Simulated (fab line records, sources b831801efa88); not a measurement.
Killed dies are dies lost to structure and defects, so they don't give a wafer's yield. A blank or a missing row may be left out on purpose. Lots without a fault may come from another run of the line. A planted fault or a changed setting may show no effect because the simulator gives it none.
fab line records | flow sky130
record lots=10 wafers=30 last_day=50
route steps=708 shown METAL2@500 VIA2@521 CAPM@537 METAL3@567 PAD_OPEN@708
lots that met no fault: from a run of the same line without faults
start_h: hours from the record's first day to the start of the lot's first wafer shown | wait_h: hours since the lot's step before | " the same as in the row above | L1.1+2: a row that stands for several wafers | - no value, or no start given | * or withheld: withheld | < > ~ a bound
route shown NAME@n: a module of which the file shows steps, and the number in the route of the first | usual: mean/standard deviation of fault-free wafers | same: alike in all rows | chamber/n: place in a boat | sites: the reading at each site | _std_site: their standard deviation | _edge_site: outer sites' mean less inner sites' | radius_mm: how far each site lies from the wafer's centre | mask NAME#n: copy n | behind: the tool/chamber that last shaped the wafer | hold: why the lot was held/for how many hours/how that ended | device: the transistor (n, p or np) that didn't switch | end of line: the same wafers' tests at the end of the route | a step without rows: its recipe alone | killed: dies lost to structure and defects at the first sort, not the wafer's yield | map: a wafer's dies, x killed, . not, _ none there
set.NAME: the setting as run; set.NAME@STEP: as run at that earlier step | model.NAME: the simulator's own value behind a step, which no gauge read
steps of the route over a sample of lots; a table a step, a row a wafer
services: from which hour (start_h, from the record's first day; less than 0 if before it) a tool's chamber was out of use, for how many hours, and why
## steps
# step SKY_METAL2_DESCUM_17
# recipe chemistry=O2 source_power_w=150 bias_power_w=0 pressure_mtorr=10 temp_c=40 time_s=8
# usual drypump_motor_current_A=5.65/0.087 oes_product_au=0.999/0.0077
# columns lot.wafer tool chamber start_h wait_h drypump_motor_current_A oes_product_au rf_hours_counter_h
L328.3 rie_metal-03 0 824.14 0.0 5.61 1.000 -
L328.4 " 1 " " 5.77 1.000 -
L328.6 " 0 " " 5.60 0.997 -
L331.1 rie_metal-03 0 837.83 0.0 5.61 1.006 10
L331.4 " 1 " " 5.81 1.011 -
L331.5 " 1 " " 5.80 1.004 -
L333.1 rie_metal-02 0 860.24 0.0 5.76 0.994 15
L333.2 " 1 " " 5.66 0.995 6
L333.6 " 0 " " 5.75 0.999 -
L337.1 rie_metal-03 0 879.59 0.0 5.64 0.988 12
L337.3 " 0 " " 5.62 0.990 -
L337.5 " 1 " " 5.71 0.982 -
L341.3 rie_metal-02 0 905.35 0.0 5.80 1.009 -
L341.4 " 1 " " 5.66 1.009 -
L341.6 " 1 " " 5.66 0.998 -
L345.3 rie_metal-04 1 937.79 0.0 5.49 0.999 -
L345.4 " 0 " " 5.63 0.994 -
L345.6 " 0 " " 5.63 1.002 -
L346.1 rie_metal-04 0 944.78 0.0 5.63 0.987 17
L346.4 " 0 " " 5.63 1.005 -
L346.5 " 0 " " 5.63 1.003 -
L347.2 rie_metal-02 1 949.03 0.0 5.63 1.007 10
L347.5 " 1 " " 5.66 1.012 -
L347.6 " 0 " " 5.77 1.017 -
L348.1 rie_metal-04 0 965.98 0.0 5.62 0.992 18
L348.2 " 1 " " 5.51 0.975 2
L348.6 " 1 " " 5.49 0.983 -
L350.2 rie_metal-04 0 984.39 0.0 5.63 0.999 20
L350.5 " 0 " " 5.62 1.005 -
L350.6 " 1 " " 5.55 0.983 -
# step SKY_VIA2_ETCH_14
# recipe chemistry=N2/H2 target=BARC ion_energy_ev=200 source_w=500 bias_w=100 pressure_mtorr=30 n2_flow_sccm=100 h2_flow_sccm=200 stop_on=SiO2 time_s=45.9 target_depth_a=600
# usual bias_w=100.0/0.31 drypump_motor_current_A=5.8/0.39 oes_product_au=0.854/0.0048 throttle_valve_pct=13.225/0.0091
# columns lot.wafer tool chamber start_h wait_h bias_w drypump_motor_current_A oes_product_au rf_hours_counter_h throttle_valve_pct
L328.3 rie_diel-04 2 851.29 0.0 100.5 6.3 0.850 6 13.227
L328.4 " 3 " " 100.3 6.1 0.851 4 13.216
L328.6 " 0 " " 100.4 5.1 0.859 - 13.214
L331.1 rie_diel-04 0 864.01 0.0 99.9 5.1 0.847 20 13.239
L331.4 " 3 " " 99.8 6.1 0.856 5 13.215
L331.5 " 1 " " 100.3 5.5 0.860 - 13.224
L333.1 rie_diel-03 1 886.99 0.0 99.9 5.9 0.861 24 13.229
L333.2 " 2 " " 99.6 6.3 0.860 8 13.223
L333.6 " 2 " " 99.8 6.4 0.864 - 13.229
L337.1 rie_diel-03 3 906.29 0.0 99.7 5.5 0.864 15 13.236
L337.3 " 1 " " 100.6 5.9 0.860 25 13.225
L337.5 " 3 " " 99.8 5.4 0.851 - 13.223
L341.3 rie_diel-01 0 931.39 0.0 100.0 5.5 0.855 14 13.227
L341.4 " 2 " " 100.0 6.1 0.853 27 13.212
L341.6 " 1 " " 100.3 5.2 0.859 - 13.209
L345.3 rie_diel-01 3 963.64 0.0 100.1 5.7 0.853 13 13.226
L345.4 " 2 " " 99.9 6.1 0.851 28 13.230
L345.6 " 0 " " 99.7 5.5 0.851 - 13.238
L346.1 rie_diel-03 1 970.29 0.0 99.9 5.9 0.855 27 13.221
L346.4 " 2 " " 100.2 6.3 0.855 11 13.205
L346.5 " 1 " " 99.7 5.9 0.854 - 13.221
L347.2 rie_diel-04 2 975.24 0.0 99.7 6.3 0.853 9 13.225
L347.5 " 3 " " 100.2 6.1 0.851 - 13.222
L347.6 " 0 " " 99.6 5.1 0.859 - 13.237
L348.1 rie_diel-03 1 991.04 0.0 99.8 5.9 0.855 28 13.227
L348.2 " 3 " " 99.7 5.5 0.862 18 13.208
L348.6 " 2 " " 100.1 6.3 0.855 - 13.227
L350.2 rie_diel-01 3 1008.54 0.0 100.3 5.7 0.853 15 13.220
L350.5 " 1 " " 100.2 5.1 0.850 - 13.230
L350.6 " 0 " " 100.0 5.5 0.852 - 13.221
# step SKY_CAPM_CVD_00
# recipe material=SiO2 target_thk_nm=15.5 temp_c=400 time_s=withheld rf_w=450
# usual heater_power_w=800/110
# columns lot.wafer tool chamber start_h wait_h heater_power_w
L328.3 pecvd-02 2 852.86 0.0 745
L328.4 " 2 " " 763
L328.6 " 1 " " 959
L331.1 pecvd-04 2 865.68 0.0 697
L331.4 " 2 " " 693
L331.5 " 0 " " 781
L333.1 pecvd-02 1 888.51 0.0 895
L333.2 " 2 " " 713
L333.6 " 1 " " 920
L337.1 pecvd-02 0 907.82 0.0 792
L337.3 " 1 " " 826
L337.5 " 0 " " 788
L341.3 pecvd-04 0 932.92 0.0 817
L341.4 " 2 " " 760
L341.6 " 0 " " 823
L345.3 pecvd-03 1 965.20 0.0 952
L345.4 " 2 " " 916
L345.6 " 0 " " 666
L346.1 pecvd-03 1 971.81 0.0 970
L346.4 " 1 " " 972
L346.5 " 2 " " 999
L347.2 pecvd-02 0 976.80 0.0 778
L347.5 " 2 " " 794
L347.6 " 0 " " 761
L348.1 pecvd-03 1 992.60 0.0 958
L348.2 " 0 " " 674
L348.6 " 1 " " 934
L350.2 pecvd-02 0 1010.17 0.0 727
L350.5 " 0 " " 747
L350.6 " 1 " " 854
# step SKY_CAPM_THK_MEAS_01
# recipe reads=SiO2_of_CAPM_CVD_00
# usual CAPM_CVD_00_THK=15.53/0.23
# columns lot.wafer tool chamber start_h wait_h hold CAPM_CVD_00_THK[nm]
L328.3 film_metro-02 - 852.90 - - 15.53
L328.4 " - " " - 15.61
L328.6 " - " " - 15.88
L331.1 film_metro-04 - 865.70 - - 15.44
L331.4 " - " " - 15.75
L331.5 " - " " - 15.40
L333.1 film_metro-04 - 888.55 - await_dispo/0.2h/release 24.07
L333.2 " - " " await_dispo/0.2h/release 15.47
L333.6 " - " " await_dispo/0.2h/release 15.75
L333.1 film_metro-04 - 888.77 0.2 - 24.05
L333.2 " - " " - 15.51
L333.6 " - " " - 15.82
L337.1 film_metro-04 - 907.85 - await_dispo/0.2h/release 24.17
L337.3 " - " " await_dispo/0.2h/release 24.00
L337.5 " - " " await_dispo/0.2h/release 15.81
L337.1 film_metro-04 - 908.17 0.3 - 24.16
L337.3 " - " " - 24.05
L337.5 " - " " - 15.81
L341.3 film_metro-04 - 932.97 - - 15.18
L341.4 " - " " - 15.66
L341.6 " - " " - 15.43
L345.3 film_metro-02 - 965.24 - - 15.35
L345.4 " - " " - 15.72
L345.6 " - " " - 15.63
L346.1 film_metro-03 - 971.84 - - 15.57
L346.4 " - " " - 15.79
L346.5 " - " " - 15.83
L347.2 film_metro-04 - 976.84 - - 15.55
L347.5 " - " " - 15.86
L347.6 " - " " - 15.75
L348.1 film_metro-04 - 992.63 - - 15.16
L348.2 " - " " - 15.14
L348.6 " - " " - 15.09
L350.2 film_metro-04 - 1010.20 - - 15.41
L350.5 " - " " - 15.83
L350.6 " - " " - 15.70
# step SKY_CAPM_STRIP_14
# recipe chemistry=O2/N2 power_w=1400 pressure_mtorr=1500 platen_temp_c=withheld o2_flow_sccm=3000 n2_flow_sccm=300 overash_fraction=0.5
# usual drypump_motor_current_A=5.7/0.39 oes_product_au=0.710/0.004 strip_time_to_endpoint_s=12.65/0.042
# columns lot.wafer tool chamber start_h wait_h drypump_motor_current_A oes_product_au rf_hours_counter_h strip_time_to_endpoint_s
L328.3 plasma_asher-01 0 878.77 0.1 5.7 0.713 - 12.64
L328.4 " 1 " " 5.9 0.709 - 12.58
L328.6 " 1 " " 5.9 0.710 - 12.59
L331.1 plasma_asher-03 1 891.15 0.1 5.2 0.709 112 12.63
L331.4 " 0 " " 6.2 0.712 - 12.67
L331.5 " 1 " " 5.2 0.713 - 12.63
L333.1 plasma_asher-02 1 913.00 0.1 6.1 0.711 76 12.68
L333.2 " 0 " " 5.3 0.714 76 12.68
L333.6 " 0 " " 5.3 0.710 - 12.69
L337.1 plasma_asher-02 0 932.25 0.1 5.3 0.714 78 12.65
L337.3 " 1 " " 6.1 0.711 - 12.66
L337.5 " 0 " " 5.3 0.710 - 12.69
L341.3 plasma_asher-02 0 956.73 0.1 5.3 0.708 - 12.63
L341.4 " 1 " " 6.1 0.711 - 12.63
L341.6 " 0 " " 5.3 0.713 - 12.62
L345.3 plasma_asher-01 0 989.12 0.1 5.7 0.703 - 12.64
L345.4 " 1 " " 5.9 0.712 - 12.63
L345.6 " 1 " " 5.9 0.706 - 12.67
L346.1 plasma_asher-02 1 994.85 0.1 6.1 0.710 84 12.61
L346.4 " 1 " " 6.1 0.722 - 12.57
L346.5 " 0 " " 5.3 0.717 - 12.64
L347.2 plasma_asher-01 0 1000.77 0.1 5.7 0.707 26 12.65
L347.5 " 0 " " 5.7 0.716 - 12.68
L347.6 " 1 " " 5.9 0.714 - 12.69
L348.1 plasma_asher-02 0 1015.25 0.1 5.3 0.715 86 12.66
L348.2 " 1 " " 6.1 0.706 86 12.65
L348.6 " 1 " " 6.1 0.707 - 12.65
L350.2 plasma_asher-03 1 1032.50 0.1 5.2 0.704 126 12.64
L350.5 " 0 " " 6.2 0.709 - 12.62
L350.6 " 1 " " 5.2 0.712 - 12.62
# step SKY_METAL3_ETCH_17
# recipe target=SiO2 stop_on=TiN chemistry=C4F8/O2/Ar source_w=1500 bias_w=1200 pressure_mtorr=40 c4f8_flow_sccm=withheld O2_flow_sccm=6 Ar_flow_sccm=300 time_s=3.9 target_depth_a=150
# usual bias_w=1201/3.7 oes_product_au=0.755/0.0074
# columns lot.wafer tool chamber start_h wait_h bias_w oes_product_au rf_hours_counter_h
L328.3 rie_diel-01 0 905.12 0.0 1201 0.762 13
L328.4 " 1 " " 1197 0.750 -
L328.6 " 3 " " 1200 0.762 -
L331.1 rie_diel-01 3 917.46 0.1 1193 0.750 12
L331.4 " 1 " " 1197 0.758 13
L331.5 " 3 " " 1204 0.744 -
L333.1 rie_diel-01 2 938.61 0.1 1200 0.973 28
L333.2 " 1 " " 1198 0.750 14
L333.6 " 2 " " 1200 0.751 -
L337.1 rie_diel-04 1 956.52 0.1 1198 0.959 13
L337.3 " 0 " " 1198 0.961 0
L337.5 " 1 " " 1197 0.762 -
L341.3 rie_diel-04 2 981.37 0.0 1200 0.738 9
L341.4 " 3 " " 1199 0.759 7
L341.6 " 3 " " 1203 0.755 -
L345.3 rie_diel-02 1 1012.47 0.0 1203 0.748 23
L345.4 " 2 " " 1202 0.765 20
L345.6 " 3 " " 1194 0.758 -
L346.1 rie_diel-04 1 1018.74 0.2 1199 0.752 15
L346.4 " 1 " " 1201 0.762 -
L346.5 " 3 " " 1197 0.759 -
L347.2 rie_diel-02 3 1023.76 0.1 1208 0.760 8
L347.5 " 0 " " 1202 0.753 -
L347.6 " 3 " " 1208 0.761 -
L348.1 rie_diel-04 1 1038.91 0.1 1202 0.750 16
L348.2 " 0 " " 1204 0.747 2
L348.6 " 1 " " 1197 0.749 -
L350.2 rie_diel-02 2 1055.31 0.1 1206 0.758 21
L350.5 " 3 " " 1204 0.758 -
L350.6 " 2 " " 1199 0.756 -
# step SKY_PAD_OPEN_PROBE_99
# usual defect_limited_yield=82.5/1.9 killed_at_M0_to_M3=44/7.2 killed_at_M4_up=3.1/1.7 killed_at_contacts=25/5.1 killed_at_front_end=14/4.6 killed_at_other=0.3/0.59 killed_dies=86/9.6 killed_open=47/7.4 killed_short=39/6
# same gross_dies=492 killed_at_back_side=0
# columns lot.wafer tool chamber start_h wait_h defect_limited_yield[%] killed_at_M0_to_M3 killed_at_M4_up killed_at_contacts killed_at_front_end killed_at_other killed_dies killed_open killed_short
L328.3 prober-01 - 1076.80 0.2 79.5 49 3 28 21 0 101 53 48
L328.4 prober-01 - 1076.85 0.2 79.1 46 2 32 23 0 103 53 50
L328.6 prober-01 - 1076.95 0.2 84.1 38 1 23 16 0 78 44 34
L331.1 prober-01 - 1087.21 0.1 84.1 39 5 18 15 1 78 42 36
L331.4 prober-01 - 1087.36 0.2 83.1 37 4 28 13 1 83 47 36
L331.5 prober-01 - 1087.41 0.2 82.3 49 1 18 19 0 87 53 34
L333.1 prober-01 - 1105.63 0.1 80.5 44 6 27 18 1 96 50 46
L333.2 prober-01 - 1105.68 0.1 79.5 45 3 36 16 1 101 56 45
L333.6 prober-01 - 1105.88 0.2 83.7 42 2 28 7 1 80 37 43
L337.1 prober-01 - 1120.60 0.1 79.1 46 3 28 25 1 103 60 43
L337.3 prober-01 - 1120.70 0.2 81.5 36 6 32 17 0 91 47 44
L337.5 prober-01 - 1120.80 0.2 80.7 36 2 43 13 1 95 48 47
L341.3 prober-01 - 1140.27 0.2 85.0 37 3 15 19 0 74 33 41
L341.4 prober-01 - 1140.32 0.2 82.5 44 1 31 10 0 86 45 41
L341.6 prober-01 - 1140.42 0.2 81.1 50 3 23 16 1 93 54 39
L345.3 prober-01 - 1165.56 0.2 81.9 51 3 26 9 0 89 43 46
L345.4 prober-01 - 1165.61 0.2 83.3 49 2 18 13 0 82 44 38
L345.6 prober-01 - 1165.71 0.2 85.6 35 5 18 12 1 71 40 31
L346.1 prober-02 - 1167.71 0.1 81.5 46 0 22 23 0 91 51 40
L346.4 prober-02 - 1167.86 0.2 82.9 50 2 24 7 1 84 53 31
L346.5 prober-02 - 1167.91 0.2 84.1 44 3 14 16 1 78 43 35
L347.2 prober-01 - 1171.74 0.1 85.8 39 1 18 12 0 70 41 29
L347.5 prober-01 - 1171.89 0.2 84.3 42 2 24 9 0 77 43 34
L347.6 prober-01 - 1171.94 0.2 81.9 47 6 25 11 0 89 46 43
L348.1 prober-02 - 1183.00 0.1 82.3 39 4 23 21 0 87 49 38
L348.2 prober-02 - 1183.05 0.1 79.3 42 4 31 24 1 102 63 39
L348.6 prober-02 - 1183.25 0.2 81.5 43 6 26 16 0 91 56 35
L350.2 prober-01 - 1196.01 0.1 85.0 38 3 21 12 0 74 42 32
L350.5 prober-01 - 1196.16 0.2 84.3 44 2 24 7 0 77 45 32
L350.6 prober-01 - 1196.21 0.2 83.9 38 5 22 14 0 79 44 35
# killed by level:class
L328.3 VIA1:geometric_particle:open=13 VIA2:geometric_particle:open=12 LOCAL_INTERCONNECT:geometric_particle:short=9 FIELD_ISO:geometric_particle:open=8 LI_CONTACT:geometric_particle:open=6 VIA1:geometric_particle:short=6 FIELD_ISO:geometric_particle:short=5 CONTACT:geometric_particle:open=5
L328.4 VIA1:geometric_particle:open=11 LOCAL_INTERCONNECT:geometric_particle:short=8 CONTACT:geometric_particle:open=8 POLY_GATE:geometric_particle:open=7 LI_CONTACT:geometric_particle:short=6 LI_CONTACT:geometric_particle:open=6 METAL1:geometric_particle:short=6 METAL2:geometric_particle:short=6
L328.6 VIA3:geometric_particle:open=10 VIA1:geometric_particle:open=8 METAL1:geometric_particle:short=7 LI_CONTACT:geometric_particle:open=6 LOCAL_INTERCONNECT:geometric_particle:short=6 CONTACT:geometric_particle:open=6 CONTACT:geometric_particle:short=5 FIELD_ISO:geometric_particle:open=4
L331.1 CONTACT:geometric_particle:open=10 METAL1:geometric_particle:short=6 VIA1:geometric_particle:open=6 VIA3:geometric_particle:open=5 FIELD_ISO:geometric_particle:short=4 POLY_GATE:geometric_particle:short=4 LI_CONTACT:geometric_particle:open=4 METAL3:geometric_particle:short=4
L331.4 CONTACT:geometric_particle:open=10 LI_CONTACT:geometric_particle:open=9 VIA3:geometric_particle:open=9 CONTACT:geometric_particle:short=7 VIA1:geometric_particle:short=6 VIA1:geometric_particle:open=6 FIELD_ISO:geometric_particle:open=4 VIA2:geometric_particle:short=4
L331.5 VIA1:geometric_particle:open=14 LI_CONTACT:geometric_particle:open=10 VIA2:geometric_particle:open=8 FIELD_ISO:geometric_particle:short=6 POLY_GATE:geometric_particle:open=6 METAL1:geometric_particle:short=6 VIA1:geometric_particle:short=5 VIA3:geometric_particle:open=5
L333.1 LI_CONTACT:geometric_particle:open=10 CONTACT:geometric_particle:open=9 VIA1:geometric_particle:open=9 VIA1:geometric_particle:short=7 METAL1:geometric_particle:short=6 METAL2:geometric_particle:short=6 FIELD_ISO:geometric_particle:open=5 POLY_GATE:geometric_particle:short=5
L333.2 VIA1:geometric_particle:open=15 CONTACT:geometric_particle:open=12 LOCAL_INTERCONNECT:geometric_particle:short=8 LI_CONTACT:geometric_particle:open=7 VIA2:geometric_particle:open=7 FIELD_ISO:geometric_particle:short=6 VIA3:geometric_particle:open=5 METAL2:geometric_particle:short=5
L333.6 VIA1:geometric_particle:open=12 LI_CONTACT:geometric_particle:open=8 METAL2:geometric_particle:short=8 VIA1:geometric_particle:short=6 CONTACT:geometric_particle:short=6 LI_CONTACT:geometric_particle:short=4 LOCAL_INTERCONNECT:geometric_particle:short=4 CONTACT:geometric_particle:open=4
L337.1 CONTACT:geometric_particle:open=11 VIA1:geometric_particle:open=11 VIA2:geometric_particle:open=10 LOCAL_INTERCONNECT:geometric_particle:short=9 SPACER:geometric_particle:short=5 METAL1:geometric_particle:short=5 FIELD_ISO:geometric_particle:open=4 SPACER:geometric_particle:open=4
L337.3 CONTACT:geometric_particle:open=12 LI_CONTACT:geometric_particle:open=9 METAL1:geometric_particle:short=8 METAL1:geometric_particle:open=6 VIA2:geometric_particle:open=6 FIELD_ISO:geometric_particle:short=5 CONTACT:geometric_particle:short=5 VIA1:geometric_particle:open=5
L337.5 CONTACT:geometric_particle:open=13 LI_CONTACT:geometric_particle:open=10 CONTACT:geometric_particle:short=10 LOCAL_INTERCONNECT:geometric_particle:short=8 VIA1:geometric_particle:open=8 FIELD_ISO:geometric_particle:short=6 METAL3:geometric_particle:short=6 METAL1:geometric_particle:short=4
L341.3 VIA1:geometric_particle:open=9 LI_CONTACT:geometric_particle:open=8 FIELD_ISO:geometric_particle:short=7 METAL2:geometric_particle:short=6 METAL1:geometric_particle:short=5 VIA1:geometric_particle:short=5 FIELD_ISO:geometric_particle:open=3 POLY_GATE:geometric_particle:short=3
L341.4 CONTACT:geometric_particle:open=13 VIA1:geometric_particle:open=9 CONTACT:geometric_particle:short=7 METAL1:geometric_particle:short=7 LI_CONTACT:geometric_particle:open=6 VIA2:geometric_particle:open=5 VIA3:geometric_particle:open=5 VIA3:geometric_particle:short=5
L341.6 CONTACT:geometric_particle:open=10 VIA3:geometric_particle:open=10 VIA1:geometric_particle:open=9 VIA2:geometric_particle:open=8 VIA2:geometric_particle:short=6 FIELD_ISO:geometric_particle:short=5 METAL1:geometric_particle:short=5 LI_CONTACT:geometric_particle:short=4
L345.3 VIA1:geometric_particle:open=12 CONTACT:geometric_particle:open=9 LI_CONTACT:geometric_particle:open=7 METAL2:geometric_particle:short=7 METAL3:geometric_particle:short=7 VIA2:geometric_particle:open=5 VIA2:geometric_particle:short=5 CONTACT:geometric_particle:short=4
L345.4 VIA1:geometric_particle:open=13 CONTACT:geometric_particle:open=8 METAL1:geometric_particle:short=8 METAL2:geometric_particle:short=6 VIA3:geometric_particle:open=6 VIA2:geometric_particle:open=5 FIELD_ISO:geometric_particle:open=4 LI_CONTACT:geometric_particle:short=4
L345.6 VIA1:geometric_particle:open=8 CONTACT:geometric_particle:open=7 VIA2:geometric_particle:open=6 CONTACT:geometric_particle:short=5 FIELD_ISO:geometric_particle:open=4 LI_CONTACT:geometric_particle:open=4 VIA1:geometric_particle:short=4 METAL1:geometric_particle:short=4
L346.1 VIA1:geometric_particle:open=13 CONTACT:geometric_particle:open=10 FIELD_ISO:geometric_particle:short=9 VIA2:geometric_particle:open=7 FIELD_ISO:geometric_particle:open=5 CONTACT:geometric_particle:short=5 VIA3:geometric_particle:open=5 VIA1:geometric_particle:short=4
L346.4 CONTACT:geometric_particle:open=12 VIA2:geometric_particle:open=11 VIA1:geometric_particle:open=8 CONTACT:geometric_particle:short=7 VIA3:geometric_particle:open=6 METAL1:geometric_particle:short=5 LI_CONTACT:geometric_particle:open=4 VIA1:geometric_particle:short=4
L346.5 VIA1:geometric_particle:open=10 METAL2:geometric_particle:short=8 VIA1:geometric_particle:short=7 VIA2:geometric_particle:open=7 FIELD_ISO:geometric_particle:open=5 CONTACT:geometric_particle:short=5 FIELD_ISO:geometric_particle:short=4 POLY_GATE:geometric_particle:open=4
L347.2 VIA1:geometric_particle:open=12 CONTACT:geometric_particle:open=8 VIA3:geometric_particle:open=6 FIELD_ISO:geometric_particle:short=4 LI_CONTACT:geometric_particle:open=4 METAL1:geometric_particle:short=4 VIA3:geometric_particle:short=4 POLY_CUT:geometric_particle:open=3
L347.5 VIA1:geometric_particle:open=14 CONTACT:geometric_particle:open=11 VIA1:geometric_particle:short=6 CONTACT:geometric_particle:short=5 METAL1:geometric_particle:short=5 POLY_GATE:geometric_particle:short=4 LI_CONTACT:geometric_particle:short=4 LI_CONTACT:geometric_particle:open=4
L347.6 VIA1:geometric_particle:open=13 VIA3:geometric_particle:open=12 CONTACT:geometric_particle:open=8 METAL2:geometric_particle:short=7 LOCAL_INTERCONNECT:geometric_particle:short=6 METAL4:geometric_particle:short=6 LI_CONTACT:geometric_particle:short=5 METAL1:geometric_particle:short=5
L348.1 VIA1:geometric_particle:open=11 CONTACT:geometric_particle:open=7 FIELD_ISO:geometric_particle:open=6 VIA3:geometric_particle:open=6 LI_CONTACT:geometric_particle:open=5 METAL2:geometric_particle:short=5 METAL1:geometric_particle:short=4 POLY_GATE:geometric_particle:short=4
L348.2 VIA1:geometric_particle:open=10 FIELD_ISO:geometric_particle:open=9 CONTACT:geometric_particle:open=9 LI_CONTACT:geometric_particle:open=7 POLY_GATE:geometric_particle:open=6 LOCAL_INTERCONNECT:geometric_particle:short=6 METAL2:geometric_particle:short=6 CONTACT:geometric_particle:short=6
L348.6 VIA1:geometric_particle:open=13 CONTACT:geometric_particle:open=12 VIA2:geometric_particle:open=7 LI_CONTACT:geometric_particle:open=6 METAL2:geometric_particle:short=5 CONTACT:geometric_particle:short=4 VIA3:geometric_particle:open=4 METAL4:geometric_particle:short=4
L350.2 VIA2:geometric_particle:open=9 VIA1:geometric_particle:open=7 LI_CONTACT:geometric_particle:open=6 CONTACT:geometric_particle:open=6 METAL1:geometric_particle:short=5 VIA3:geometric_particle:open=5 LI_CONTACT:geometric_particle:short=4 CONTACT:geometric_particle:short=4
L350.5 VIA1:geometric_particle:open=11 LI_CONTACT:geometric_particle:open=9 CONTACT:geometric_particle:open=8 VIA2:geometric_particle:open=8 METAL1:geometric_particle:short=5 VIA1:geometric_particle:short=5 LI_CONTACT:geometric_particle:short=4 VIA3:geometric_particle:open=4
L350.6 VIA1:geometric_particle:open=12 CONTACT:geometric_particle:open=9 VIA2:geometric_particle:open=8 POLY_GATE:geometric_particle:short=6 VIA1:geometric_particle:short=5 POLY_GATE:geometric_particle:open=4 LI_CONTACT:geometric_particle:short=4 LI_CONTACT:geometric_particle:open=4
## services
# columns tool chamber start_h hours kind
pecvd-03 0 806.74 5.7 repair
rie_diel-04 2 808.28 3.8 repair
rie_diel-01 - 808.38 2.8 pm
rie_diel-01 0 812.68 1.4 repair
rie_diel-03 1 814.03 10.9 repair
rie_diel-03 2 815.28 19.9 repair
rie_metal-04 0 830.44 20.5 repair
rie_diel-03 3 846.48 13.8 repair
pecvd-02 0 868.79 19.8 repair
pecvd-02 - 874.45 2.8 pm
rie_metal-04 1 886.57 9.0 repair
rie_diel-01 2 900.28 6.2 repair
rie_diel-04 0 904.07 15.2 repair
rie_diel-04 3 906.98 12.1 repair
rie_diel-04 - 917.70 1.0 repair
plasma_asher-02 - 939.47 6.1 repair
rie_diel-03 2 948.59 1.4 repair
rie_metal-04 0 953.71 1.1 repair
rie_diel-01 - 977.07 0.7 repair
rie_diel-03 - 988.10 2.8 pm
pecvd-02 - 998.06 4.3 pm
rie_diel-04 0 1005.33 13.8 repair
rie_diel-03 3 1029.42 5.6 repair
plasma_asher-02 - 1035.54 2.2 repair
## key
first_sign step=SKY_CAPM_THK_MEAS_01 reading=visit direction=added
effect step=SKY_CAPM_THK_MEAS_01 reading=CAPM_CVD_00_THK direction=up sigmas=37 usual=15.53 struck=24.08
effect step=SKY_METAL3_ETCH_17 reading=oes_product_au direction=up sigmas=28 usual=0.755 struck=0.964
met_at SKY_CAPM_CVD_00
struck_lots L333,L337
struck_wafers L333.1,L337.1,L337.3
not_acting_at SKY_METAL2_DESCUM_17,SKY_VIA2_ETCH_14,SKY_CAPM_STRIP_14
onset_between 852.86 888.51
fault kind=process_parameter_drift tool=pecvd-02 chamber=- onset_h=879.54 steps=SKY_CAPM_CVD_00 channel=target_thk_nm offset=8.6725 shape=step end_h=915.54 scope=struck_wafers_only acts_in=these_recipes_only stated=15.5
